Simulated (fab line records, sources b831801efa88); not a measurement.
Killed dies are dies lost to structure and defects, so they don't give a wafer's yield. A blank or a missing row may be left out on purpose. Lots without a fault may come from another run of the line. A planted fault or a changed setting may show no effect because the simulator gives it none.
Chamber matching | flow gf180mcu | GF_PASSIVATION_CVD_00 on pecvd-03: 3 sister chambers
The step deposits SiO2 from TEOS, target thk 1000 nm, time 111.95 s. 14 wafers are shown with their chamber, then 7 later ones without.

WAFERS WITH THEIR CHAMBER
wafer  | chamber | heater_power_w (W)
L074.1 | 2       | 708
L074.4 | 0       | 623
L074.6 | 1       | 611
L078.1 | 2       | 717
L078.4 | 0       | 626
L078.5 | 2       | 737
L083.4 | 1       | 522
L083.5 | 0       | 765
L083.6 | 2       | 703
L085.2 | 1       | 640
L085.3 | 0       | 646
L085.4 | 0       | 725
L087.1 | 0       | 675
L087.3 | 1       | 535

SIGNATURES (means of the wafers above)
reading        | chamber 0 | chamber 1 | chamber 2 | scatter within a chamber
heater_power_w | 676.67    | 577.00    | 716.25    | 49.7
Rule: a wafer's distance from a chamber is the root of the sum, over the readings, of the square of ((its reading less the chamber's mean) divided by the reading's scatter). The wafer belongs to the nearest chamber; if the next one is less than 2 further off, it can't be placed. The scatter: the root of (the sum of the squares of (reading less its chamber's mean) over the shown wafers, divided by (wafers less chambers)).

WAFERS WITHOUT THEIR CHAMBER
wafer  | heater_power_w (W)
L087.6 | 726
L092.1 | 767
L092.2 | 728
L092.3 | 624
L093.1 | 726
L093.4 | 511
L093.5 | 767

WHICH CHAMBER EACH WENT THROUGH
wafer  | from the rows above          | in truth
L087.6 | can't be placed: 2 or 0      | 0
L092.1 | can't be placed: 2 or 0      | 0
L092.2 | can't be placed: 2 or 0      | 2
L092.3 | can't be placed: 1 or 0 or 2 | 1
L093.1 | can't be placed: 2 or 0      | 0
L093.4 | 1                            | 1
L093.5 | can't be placed: 2 or 0      | 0
Placed correctly: 1 of 7. Can't be placed from these rows: 6 (the true chamber is among the candidates in 6). Placed wrongly: 0.
